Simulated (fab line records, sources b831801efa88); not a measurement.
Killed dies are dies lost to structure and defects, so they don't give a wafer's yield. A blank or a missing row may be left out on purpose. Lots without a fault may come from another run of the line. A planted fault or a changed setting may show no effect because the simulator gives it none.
fab line records | flow gf180mcu
record lots=15 wafers=45 last_day=34
route steps=602 shown DNWELL@36 SAB@275 SALICIDE@282 CONTACT@288
lots that met no fault: from a run of the same line without faults
start_h: hours from the record's first day to the start of the lot's first wafer shown | wait_h: hours since the lot's step before | " the same as in the row above | L1.1+2: a row that stands for several wafers | - no value, or no start given | * or withheld: withheld | < > ~ a bound
route shown NAME@n: a module of which the file shows steps, and the number in the route of the first | usual: mean/standard deviation of fault-free wafers | same: alike in all rows | chamber/n: place in a boat | sites: the reading at each site | _std_site: their standard deviation | _edge_site: outer sites' mean less inner sites' | radius_mm: how far each site lies from the wafer's centre | mask NAME#n: copy n | behind: the tool/chamber that last shaped the wafer | hold: why the lot was held/for how many hours/how that ended | device: the transistor (n, p or np) that didn't switch | end of line: the same wafers' tests at the end of the route | a step without rows: its recipe alone | killed: dies lost to structure and defects at the first sort, not the wafer's yield | map: a wafer's dies, x killed, . not, _ none there
set.NAME: the setting as run; set.NAME@STEP: as run at that earlier step | model.NAME: the simulator's own value behind a step, which no gauge read
steps of the route over a sample of lots; a table a step, a row a wafer
services: from which hour (start_h, from the record's first day; less than 0 if before it) a tool's chamber was out of use, for how many hours, and why
## steps
# step GF_DNWELL_EXPOSE_04
# recipe mask_id=DNWELL target_cd_nm=1700 na=0.6 source_shape=conventional sigma_outer=0.6 dose_mj=260
# usual exposure_dose_mJ_cm2=260.06/0.26 focus_offset_nm=0.1/0.5 sigma_outer=0.6/0
# columns lot.wafer tool chamber start_h wait_h mask exposure_dose_mJ_cm2 focus_offset_nm sigma_outer
L188.1 iline_stepper-02 0 41.65 - DNWELL#0 260.15 -1.3 0.6
L188.5 " 0 " " DNWELL#0 260.29 0.3 0.6
L188.6 " 0 " " DNWELL#0 259.98 -1.3 0.6
L189.2 iline_stepper-02 0 49.37 - DNWELL#0 260.36 0.1 0.6
L189.3 " 0 " " DNWELL#0 260.43 0.1 0.6
L189.6 " 0 " " DNWELL#0 260.22 0.3 0.6
L191.3 iline_stepper-02 0 58.11 - DNWELL#0 260.37 0.3 0.6
L191.5 " 0 " " DNWELL#0 259.81 0.4 0.6
L191.6 " 0 " " DNWELL#0 259.96 -0.6 0.6
L193.2 iline_stepper-02 - 68.69 - DNWELL#0 - - -
L193.4 " - " " DNWELL#0 - - -
L193.5 " - " " DNWELL#0 - - -
L194.2 iline_stepper-01 - 74.15 - DNWELL#0 - - -
L194.4 " - " " DNWELL#0 - - -
L194.6 " - " " DNWELL#0 - - -
L195.1 iline_stepper-01 - 78.91 - DNWELL#0 - - -
L195.5 " - " " DNWELL#0 - - -
L195.6 " - " " DNWELL#0 - - -
L197.1 iline_stepper-01 0 88.94 - DNWELL#0 260.04 0.3 0.6
L197.3 " 0 " " DNWELL#0 260.09 -0.3 0.6
L197.6 " 0 " " DNWELL#0 260.08 0.1 0.6
L203.1 iline_stepper-01 0 120.31 - DNWELL#0 259.93 1.0 0.6
L203.3 " 0 " " DNWELL#0 260.01 0.6 0.6
L203.5 " 0 " " DNWELL#0 259.85 0.7 0.6
L204.2 iline_stepper-02 0 125.44 - DNWELL#0 259.99 0.6 0.6
L204.4 " 0 " " DNWELL#0 260.06 0.3 0.6
L204.5 " 0 " " DNWELL#0 260.31 0.0 0.6
L205.2 iline_stepper-02 0 131.19 - DNWELL#0 260.26 0.8 0.6
L205.3 " 0 " " DNWELL#0 259.97 -0.9 0.6
L205.5 " 0 " " DNWELL#0 259.91 -0.2 0.6
L206.3 iline_stepper-02 0 136.11 - DNWELL#0 260.15 0.1 0.6
L206.4 " 0 " " DNWELL#0 259.91 0.3 0.6
L206.6 " 0 " " DNWELL#0 259.99 1.0 0.6
L207.2 iline_stepper-02 0 142.43 - DNWELL#0 259.80 0.0 0.6
L207.3 " 0 " " DNWELL#0 260.02 -1.1 0.6
L207.4 " 0 " " DNWELL#0 259.60 -0.4 0.6
L208.2 iline_stepper-01 0 145.69 - DNWELL#0 260.33 0.0 0.6
L208.4 " 0 " " DNWELL#0 260.38 0.1 0.6
L208.6 " 0 " " DNWELL#0 260.08 -0.5 0.6
L209.2 iline_stepper-01 0 152.34 - DNWELL#0 259.79 0.1 0.6
L209.3 " 0 " " DNWELL#0 260.25 -0.3 0.6
L209.5 " 0 " " DNWELL#0 259.91 0.5 0.6
L210.1 iline_stepper-02 0 156.28 - DNWELL#0 259.78 0.5 0.6
L210.3 " 0 " " DNWELL#0 260.63 0.5 0.6
L210.6 " 0 " " DNWELL#0 260.36 0.5 0.6
# step GF_DNWELL_TW_MEAS_09
# usual DNWELL_TW=1346/12
# columns lot.wafer tool chamber start_h wait_h DNWELL_TW
L188.1 film_metro-01 - 48.56 0.1 1341
L188.5 " - " " 1330
L188.6 " - " " 1332
L189.2 film_metro-01 - 55.88 0.1 1348
L189.3 " - " " 1333
L189.6 " - " " 1338
L191.3 film_metro-02 - 64.37 0.1 1350
L191.5 " - " " 1352
L191.6 " - " " 1357
L193.2 film_metro-01 - 75.82 0.1 30
L193.4 " - " " 30
L193.5 " - " " 30
L194.2 film_metro-01 - 80.83 0.1 30
L194.4 " - " " 30
L194.6 " - " " 30
L195.1 film_metro-02 - 85.80 0.1 31
L195.5 " - " " 31
L195.6 " - " " 31
L197.1 film_metro-04 - 95.90 0.1 1346
L197.3 " - " " 1346
L197.6 " - " " 1351
L203.1 film_metro-02 - 128.07 0.1 1368
L203.3 " - " " 1359
L203.5 " - " " 1367
L204.2 film_metro-02 - 133.38 0.1 1366
L204.4 " - " " 1363
L204.5 " - " " 1368
L205.2 film_metro-04 - 138.83 0.1 1347
L205.3 " - " " 1347
L205.5 " - " " 1352
L206.3 film_metro-04 - 143.92 0.1 1324
L206.4 " - " " 1320
L206.6 " - " " 1321
L207.2 film_metro-01 - 150.36 0.1 1342
L207.3 " - " " 1343
L207.4 " - " " 1341
L208.2 film_metro-01 - 153.76 0.1 1344
L208.4 " - " " 1339
L208.6 " - " " 1339
L209.2 film_metro-02 - 160.51 0.1 1365
L209.3 " - " " 1363
L209.5 " - " " 1363
L210.1 film_metro-02 - 164.21 0.1 1356
L210.3 " - " " 1356
L210.6 " - " " 1361
# step GF_SAB_ETCH_11
# recipe chemistry=C4F8/O2/Ar mask_material=NOVOLAK target=SiO2 target_depth_nm=55 source_w=1500 bias_w=1200 pressure_mtorr=40 c4f8_flow_sccm=withheld O2_flow_sccm=6 Ar_flow_sccm=300 time_s=8.5
# usual oes_product_au=0.997/0.011
# columns lot.wafer tool chamber start_h wait_h oes_product_au rf_hours_counter_h
L188.1 rie_diel-03 1 346.36 0.0 0.995 17
L188.5 " 3 " " 0.979 -
L188.6 " 0 " " 1.002 -
L189.2 rie_diel-04 2 358.11 0.0 0.975 12
L189.3 " 1 " " 0.985 27
L189.6 " 3 " " 1.013 -
L191.3 rie_diel-04 2 374.80 0.0 0.988 13
L191.5 " 2 " " 0.980 -
L191.6 " 1 " " 1.000 -
L193.2 rie_diel-04 0 392.86 0.0 0.979 3
L193.4 " 3 " " 1.011 17
L193.5 " 1 " " 0.991 -
L194.2 rie_diel-03 3 409.40 0.0 0.982 12
L194.4 " 0 " " 0.988 3
L194.6 " 3 " " 0.995 -
L195.1 rie_diel-03 0 414.45 0.0 1.002 3
L195.5 " 1 " " 1.007 -
L195.6 " 0 " " 1.005 -
L197.1 rie_diel-03 2 433.09 0.0 0.991 36
L197.3 " 0 " " 1.008 3
L197.6 " 2 " " 0.987 -
L203.1 rie_diel-03 0 479.65 0.0 0.994 4
L203.3 " 3 " " 0.994 14
L203.5 " 1 " " 1.009 -
L204.2 rie_diel-01 1 489.29 0.0 1.005 21
L204.4 " 3 " " 1.001 -
L204.5 " 0 " " 1.021 -
L205.2 rie_diel-01 1 495.46 0.0 1.006 22
L205.3 " 3 " " 0.988 18
L205.5 " 3 " " 0.985 -
L206.3 rie_diel-03 1 500.96 0.0 1.009 21
L206.4 " 3 " " 0.993 14
L206.6 " 2 " " 0.991 -
L207.2 rie_diel-04 0 512.51 0.0 0.993 6
L207.3 " 3 " " 1.018 20
L207.4 " 2 " " 0.989 16
L208.2 rie_diel-04 1 519.15 0.0 0.988 31
L208.4 " 3 " " 1.026 20
L208.6 " 0 " " 0.997 -
L209.2 rie_diel-04 1 528.65 0.0 1.005 32
L209.3 " 0 " " 0.988 7
L209.5 " 3 " " 1.013 -
L210.1 rie_diel-04 2 534.55 0.0 0.984 17
L210.3 " 1 " " 0.979 32
L210.6 " 0 " " 0.984 -
# step GF_SALICIDE_RS_MEAS_04
# recipe thk_meas_gauge=four-point-probe reads=TiN_of_SALICIDE_SPUTTER_03+Co_of_SALICIDE_SPUTTER_02
# usual SALICIDE_TIN_RS=16.02/0.29
# columns lot.wafer tool chamber start_h wait_h SALICIDE_TIN_RS[ohm/sq]
L188.1 film_metro-04 - 346.75 0.0 15.71
L188.5 " - " " 15.90
L188.6 " - " " 15.75
L189.2 film_metro-04 - 358.53 0.0 16.58
L189.3 " - " " 15.85
L189.6 " - " " 16.39
L191.3 film_metro-04 - 375.26 0.1 16.34
L191.5 " - " " 15.98
L191.6 " - " " 16.38
L193.2 film_metro-04 - 393.27 0.0 16.22
L193.4 " - " " 16.32
L193.5 " - " " 16.03
L194.2 film_metro-02 - 409.81 0.0 16.11
L194.4 " - " " 15.81
L194.6 " - " " 16.45
L195.1 film_metro-02 - 414.89 0.1 15.55
L195.5 " - " " 15.78
L195.6 " - " " 15.64
L197.1 film_metro-02 - 433.48 0.0 16.37
L197.3 " - " " 16.61
L197.6 " - " " 16.62
L203.1 film_metro-04 - 480.04 0.0 16.00
L203.3 " - " " 15.59
L203.5 " - " " 15.85
L204.2 film_metro-02 - 489.71 0.0 16.44
L204.4 " - " " 16.07
L204.5 " - " " 16.10
L205.2 film_metro-02 - 495.91 0.0 15.87
L205.3 " - " " 16.51
L205.5 " - " " 16.41
L206.3 film_metro-04 - 501.41 0.1 16.09
L206.4 " - " " 16.03
L206.6 " - " " 16.27
L207.2 film_metro-04 - 512.93 0.0 15.75
L207.3 " - " " 15.72
L207.4 " - " " 15.57
L208.2 film_metro-02 - 519.57 0.0 15.57
L208.4 " - " " 15.85
L208.6 " - " " 15.74
L209.2 film_metro-02 - 529.07 0.0 16.25
L209.3 " - " " 15.98
L209.5 " - " " 15.92
L210.1 film_metro-04 - 534.94 0.0 15.86
L210.3 " - " " 16.00
L210.6 " - " " 16.29
# step GF_CONTACT_THK_MEAS_01
# recipe reads=SiO2_of_CONTACT_CVD_00
# usual CONTACT_CVD_00_THK=300/3.4
# columns lot.wafer tool chamber start_h wait_h CONTACT_CVD_00_THK[nm]
L188.1 film_metro-01 - 347.29 0.0 300
L188.5 " - " " 303
L188.6 " - " " 304
L189.2 film_metro-02 - 359.04 0.0 302
L189.3 " - " " 301
L189.6 " - " " 310
L191.3 film_metro-03 - 375.77 0.0 295
L191.5 " - " " 297
L191.6 " - " " 299
L193.2 film_metro-02 - 393.79 0.0 304
L193.4 " - " " 304
L193.5 " - " " 304
L194.2 film_metro-03 - 410.58 0.0 299
L194.4 " - " " 295
L194.6 " - " " 298
L195.1 film_metro-03 - 415.41 0.0 298
L195.5 " - " " 301
L195.6 " - " " 299
L197.1 film_metro-02 - 434.00 0.0 297
L197.3 " - " " 304
L197.6 " - " " 305
L203.1 film_metro-03 - 480.74 0.2 297
L203.3 " - " " 296
L203.5 " - " " 299
L204.2 film_metro-03 - 490.22 0.0 301
L204.4 " - " " 299
L204.5 " - " " 297
L205.2 film_metro-02 - 496.52 0.0 303
L205.3 " - " " 301
L205.5 " - " " 301
L206.3 film_metro-02 - 501.91 0.0 297
L206.4 " - " " 300
L206.6 " - " " 297
L207.2 film_metro-02 - 513.45 0.0 297
L207.3 " - " " 299
L207.4 " - " " 296
L208.2 film_metro-02 - 520.09 0.0 304
L208.4 " - " " 304
L208.6 " - " " 300
L209.2 film_metro-02 - 529.58 0.0 303
L209.3 " - " " 303
L209.5 " - " " 303
L210.1 film_metro-02 - 535.47 0.0 300
L210.3 " - " " 302
L210.6 " - " " 303
## services
# columns tool chamber start_h hours kind
rie_diel-03 - 30.56 0.5 repair
rie_diel-03 1 34.41 4.0 repair
rie_diel-04 3 49.07 6.9 repair
rie_diel-04 0 57.63 2.3 repair
iline_stepper-02 - 58.18 1.7 pm
rie_diel-03 - 69.69 0.6 repair
rie_diel-04 0 88.88 2.5 repair
iline_stepper-01 - 109.07 1.7 pm
rie_diel-04 2 115.17 7.9 repair
rie_diel-03 - 143.27 0.8 repair
rie_diel-03 - 149.55 0.3 repair
rie_diel-04 3 213.33 4.5 repair
iline_stepper-02 - 221.40 4.4 pm
rie_diel-04 0 227.42 9.2 repair
rie_diel-04 - 240.95 0.8 repair
iline_stepper-02 - 261.30 4.3 pm
rie_diel-04 0 267.37 3.3 repair
iline_stepper-02 - 276.46 1.7 pm
rie_diel-04 2 382.00 3.6 repair
rie_diel-04 3 409.35 4.4 repair
rie_diel-04 1 439.55 5.9 repair
rie_diel-04 0 468.87 4.5 repair
iline_stepper-02 - 494.54 1.7 pm
rie_diel-04 0 502.72 5.6 repair
## key
first_sign step=GF_DNWELL_EXPOSE_04 reading=tool_record direction=missing
effect step=GF_DNWELL_TW_MEAS_09 reading=DNWELL_TW direction=down sigmas=99+ usual=1346 struck=30
met_at GF_DNWELL_EXPOSE_04
struck_lots L193,L194,L195
sort_left_out L193.2,L193.4,L193.5,L194.2,L194.4,L194.6,L195.1,L195.5,L195.6
tester_left_out L193,L194,L195
not_acting_at GF_SAB_ETCH_11,GF_SALICIDE_RS_MEAS_04,GF_CONTACT_THK_MEAS_01
onset_between 58.11 68.69
fault kind=skipped_step_whole tool=iline_stepper-01,iline_stepper-02 chamber=- onset_h=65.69 steps=GF_DNWELL_EXPOSE_04 scope=struck_lots_only
# tester_left_out: of these lots the tester's yield and bins aren't shown, on N5 and GAA mostly nor the transistor test; their killed dies are dies lost to structure and defects alone, not to doping, threshold or leakage, so they don't give the yield
# sort_left_out: the simulated sort isn't trusted on such a fault, so these wafers' sort isn't shown, and their yield isn't known
